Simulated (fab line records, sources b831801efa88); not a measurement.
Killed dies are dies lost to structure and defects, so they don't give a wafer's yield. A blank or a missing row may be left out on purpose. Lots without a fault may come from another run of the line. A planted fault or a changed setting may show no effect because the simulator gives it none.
fab line records | flow sky130
record lots=6 wafers=18 last_day=50
route steps=708 shown METAL1@436
lots that met no fault: from a run of the same line without faults
start_h: hours from the record's first day to the start of the lot's first wafer shown | wait_h: hours since the lot's step before | " the same as in the row above | L1.1+2: a row that stands for several wafers | - no value, or no start given | * or withheld: withheld | < > ~ a bound
route shown NAME@n: a module of which the file shows steps, and the number in the route of the first | usual: mean/standard deviation of fault-free wafers | same: alike in all rows | chamber/n: place in a boat | sites: the reading at each site | _std_site: their standard deviation | _edge_site: outer sites' mean less inner sites' | radius_mm: how far each site lies from the wafer's centre | mask NAME#n: copy n | behind: the tool/chamber that last shaped the wafer | hold: why the lot was held/for how many hours/how that ended | device: the transistor (n, p or np) that didn't switch | end of line: the same wafers' tests at the end of the route | a step without rows: its recipe alone | killed: dies lost to structure and defects at the first sort, not the wafer's yield | map: a wafer's dies, x killed, . not, _ none there
set.NAME: the setting as run; set.NAME@STEP: as run at that earlier step | model.NAME: the simulator's own value behind a step, which no gauge read
lots at some steps of the route; a table a step, a row a wafer
services: from which hour (start_h, from the record's first day; less than 0 if before it) a tool's chamber was out of use, for how many hours, and why
## steps
# step SKY_METAL1_SPUTTER_02
# recipe material=AlCu target_thk_nm=250 power_w=10600 time_s=13.3 chamber_pressure_pa=0.4
# usual cathode_dc_power_W=10600/2 throttle_valve_pct=30.1/1.5
# columns lot.wafer tool chamber start_h wait_h cathode_dc_power_W throttle_valve_pct
L364.1 pvd_sputter-01 - 763.24 0.0 10595 32.2
L364.3 " - " " 10599 32.1
L364.6 " - " " 10595 31.6
L369.1 pvd_sputter-04 - 797.80 0.0 10602 27.6
L369.2 " - " " 10602 31.3
L369.4 " - " " 10599 30.3
L375.1 pvd_sputter-04 - 843.75 0.0 10597 31.1
L375.2 " - " " 10602 27.5
L375.4 " - " " 10601 30.3
L376.3 pvd_sputter-02 - 849.57 0.0 10603 30.4
L376.4 " - " " 10596 28.5
L376.6 " - " " 10602 28.3
L383.1 pvd_sputter-02 - 900.67 0.0 10601 29.2
L383.2 " - " " 10600 28.4
L383.6 " - " " 10601 28.4
L384.2 pvd_sputter-04 - 919.09 0.0 10600 31.7
L384.4 " - " " 10601 27.5
L384.6 " - " " 10599 31.8
# step SKY_METAL1_SPUTTER_03
# recipe material=Ti target_thk_nm=5 power_w=3000 time_s=3.3 chamber_pressure_pa=0.4
# usual cathode_dc_power_W=3000.1/0.53 throttle_valve_pct=30.1/1.4
# columns lot.wafer tool chamber start_h wait_h cathode_dc_power_W throttle_valve_pct
L364.1 pvd_sputter-01 - 763.26 0.0 2999.6 32.0
L364.3 " - " " 3000.4 31.7
L364.6 " - " " 2999.6 31.9
L369.1 pvd_sputter-04 - 797.82 0.0 3000.6 27.7
L369.2 " - " " 2999.7 31.1
L369.4 " - " " 3000.1 30.2
L375.1 pvd_sputter-04 - 843.77 0.0 3000.8 31.3
L375.2 " - " " 3000.8 27.8
L375.4 " - " " 2999.6 30.3
L376.3 pvd_sputter-02 - 849.59 0.0 3000.2 30.1
L376.4 " - " " 3000.9 28.5
L376.6 " - " " 2999.9 28.5
L383.1 pvd_sputter-02 - 900.69 0.0 3000.6 29.4
L383.2 " - " " 3001.1 28.4
L383.6 " - " " 2999.5 28.4
L384.2 pvd_sputter-04 - 919.12 0.0 2998.8 31.7
L384.4 " - " " 3000.1 27.9
L384.6 " - " " 3000.2 31.6
# step SKY_METAL1_SPUTTER_04
# recipe material=TiN target_thk_nm=70 power_w=6430 time_s=58.3 chamber_pressure_pa=0.4
# usual cathode_dc_power_W=6430.0/1.1 throttle_valve_pct=30.1/1.5
# columns lot.wafer tool chamber start_h wait_h cathode_dc_power_W throttle_valve_pct
L364.1 pvd_sputter-01 - 763.28 0.0 6428.5 32.4
L364.3 " - " " 6432.8 31.8
L364.6 " - " " 6430.8 31.8
L369.1 pvd_sputter-04 - 797.84 0.0 6428.2 27.5
L369.2 " - " " 6431.2 31.2
L369.4 " - " " 6430.2 30.5
L375.1 pvd_sputter-04 - 843.79 0.0 6429.3 31.1
L375.2 " - " " 6430.8 27.6
L375.4 " - " " 6431.8 30.2
L376.3 pvd_sputter-02 - 849.61 0.0 6429.6 30.3
L376.4 " - " " 6433.2 28.6
L376.6 " - " " 6430.7 28.3
L383.1 pvd_sputter-02 - 900.71 0.0 6428.6 29.4
L383.2 " - " " 6429.2 28.5
L383.6 " - " " 6431.2 28.7
L384.2 pvd_sputter-04 - 919.14 0.0 6431.8 31.5
L384.4 " - " " 6428.5 27.7
L384.6 " - " " 6430.6 31.7
# step SKY_METAL1_RS_MEAS_05
# recipe thk_meas_gauge=four-point-probe reads=TiN_of_METAL1_SPUTTER_04+Ti_of_METAL1_SPUTTER_03+AlCu_of_METAL1_SPUTTER_02+TiN_of_METAL1_SPUTTER_01+Ti_of_METAL1_SPUTTER_00
# usual METAL1_ALCU_RS=0.1269/0.0017
# columns lot.wafer tool chamber start_h wait_h METAL1_ALCU_RS[ohm/sq]
L364.1 film_metro-02 - 763.33 0.0 0.1246
L364.3 " - " " 0.1248
L364.6 " - " " 0.1241
L369.1 film_metro-01 - 797.89 0.0 0.1278
L369.2 " - " " 0.1268
L369.4 " - " " 0.1270
L375.1 film_metro-01 - 843.84 0.0 0.1262
L375.2 " - " " 0.1276
L375.4 " - " " 0.1267
L376.3 film_metro-04 - 849.70 0.1 0.1265
L376.4 " - " " 0.1301
L376.6 " - " " 0.1297
L383.1 film_metro-04 - 900.76 0.0 0.1267
L383.2 " - " " 0.1283
L383.6 " - " " 0.1284
L384.2 film_metro-04 - 919.20 0.0 0.1250
L384.4 " - " " 0.1266
L384.6 " - " " 0.1250
# step SKY_METAL1_THK_MEAS_06
# recipe thk_meas_gauge=xrf reads=AlCu_of_METAL1_SPUTTER_02
# usual METAL1_ALCU_THK=250/3.7
# columns lot.wafer tool chamber start_h wait_h METAL1_ALCU_THK[nm]
L364.1 film_metro-02 - 763.45 0.1 257
L364.3 " - " " 256
L364.6 " - " " 258
L369.1 film_metro-01 - 798.01 0.1 249
L369.2 " - " " 247
L369.4 " - " " 248
L375.1 film_metro-01 - 843.96 0.1 252
L375.2 " - " " 252
L375.4 " - " " 252
L376.3 film_metro-04 - 849.80 0.1 249
L376.4 " - " " 243
L376.6 " - " " 244
L383.1 film_metro-04 - 900.88 0.1 250
L383.2 " - " " 247
L383.6 " - " " 248
L384.2 film_metro-04 - 919.31 0.1 255
L384.4 " - " " 250
L384.6 " - " " 255
# step SKY_METAL1_DEHYDRATE_07
# recipe temp_c=200 time_s=60
# step SKY_METAL1_HMDS_08
# recipe prime_time_s=60 prime_temp_c=120
# step SKY_METAL1_COAT_09
# recipe resist=BARC temp_c=withheld time_s=withheld spin_rpm=3000 resist_thk_nm=60
# step SKY_METAL1_COAT_10
# recipe resist=KrF-thick spin_rpm=3000 resist_thk_nm=450
# step SKY_METAL1_SOFTBAKE_11
# recipe temp_c=100 time_s=90 resist=KrF-thick
# step SKY_METAL1_EXPOSE_12
# recipe mask_id=MM1 na=0.8 source_shape=annular sigma_inner=0.55 sigma_outer=0.85 target_cd_nm=140 dose_mj=28
# step SKY_METAL1_PEB_13
# recipe peb_temp_c=withheld peb_time_s=withheld resist=KrF-thick
# step SKY_METAL1_DEVELOP_14
# recipe develop_time_s=60 resist=KrF-thick dev_temp_c=21
# usual chill_plate_temp_C=22.99/0.11 develop_time_s=60/0
# columns lot.wafer tool chamber start_h wait_h chill_plate_temp_C develop_time_s model.KrF-thick_of_METAL1_COAT_10.thk_nm
L364.1 litho_track-02 0 789 - 22.94 60 437
L364.3 " 0 " " 22.90 60 435.3
L364.6 " 0 " " 23.14 60 435.4
L369.1 litho_track-01 0 824 - 22.94 60 436
L369.2 " 0 " " 22.97 60 436.5
L369.4 " 0 " " 23.05 60 436.9
L375.1 litho_track-03 - 870 - - - 449
L375.2 " - " " - - 447.3
L375.4 " - " " - - 448.8
L376.3 litho_track-01 - 876 - - - 449.8
L376.4 " - " " - - 452.7
L376.6 " - " " - - 451.1
L383.1 litho_track-02 0 925 - 23.06 60 436.9
L383.2 " 0 " " 23.10 60 438.3
L383.6 " 0 926 - 22.93 60 436.2
L384.2 litho_track-03 0 944 - 23.16 60 434.5
L384.4 " 0 " " 23.04 60 435.1
L384.6 " 0 " " 23.01 60 435.1
# step SKY_METAL1_CD_MEAS_15
# recipe target_cd_nm=140
# usual cd_nm=140.3/1.7
# columns lot.wafer tool chamber start_h wait_h cd_nm
L364.1 cd_sem-02 - 789.88 - 140.9
L364.3 " - " " 139.5
L364.6 " - " " 141.3
L369.1 cd_sem-02 - 824.88 - 137.3
L369.2 " - " " 138.1
L369.4 " - " " 137.1
L375.1 cd_sem-01 - 870.54 - -
L375.2 " - " " -
L375.4 " - " " -
L376.3 cd_sem-02 - 876.57 - -
L376.4 " - " " -
L376.6 " - " " -
L383.1 cd_sem-02 - 926.03 - 140.2
L383.2 " - " " 142.1
L383.6 " - " " 140.6
L384.2 cd_sem-01 - 944.41 - 138.7
L384.4 " - " " 139.7
L384.6 " - " " 140.1
## services
# columns tool chamber start_h hours kind
pvd_sputter-01 0 830.27 - consumable_replace:kit
pvd_sputter-01 0 830.27 18.0 scheduled_down
pvd_sputter-01 0 830.27 18.0 vent_cycle
pvd_sputter-01 - 874.15 2.3 repair
pvd_sputter-02 2 883.49 - consumable_replace:kit
pvd_sputter-02 2 883.49 18.0 scheduled_down
pvd_sputter-02 2 883.49 18.0 vent_cycle
pvd_sputter-04 0 915.95 - consumable_replace:kit
pvd_sputter-04 0 915.95 18.0 scheduled_down
pvd_sputter-04 0 915.95 18.0 vent_cycle
## key
first_sign step=SKY_METAL1_DEVELOP_14 reading=tool_record direction=missing
effect none on later readings
model_effect step=SKY_METAL1_DEVELOP_14 value=KrF-thick_of_METAL1_COAT_10.thk_nm without=435.7 struck=449.8
met_at SKY_METAL1_DEVELOP_14
struck_wafers L375.1,L375.2,L375.4,L376.3,L376.4,L376.6
later_rows_left_out L375.1,L375.2,L375.4,L376.3,L376.4,L376.6
sort_left_out L375.1,L375.2,L375.4,L376.3,L376.4,L376.6
onset_between 824 870
fault kind=skipped_step_whole tool=litho_track-01,litho_track-03 chamber=- onset_h=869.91 steps=SKY_METAL1_DEVELOP_14 scope=struck_lots_only
# sort_left_out: the simulated sort isn't trusted on such a fault, so these wafers' sort isn't shown, and their yield isn't known
# later_rows_left_out: the simulator's readings of these wafers behind a module that went badly wrong aren't trusted and aren't shown, but for the sort
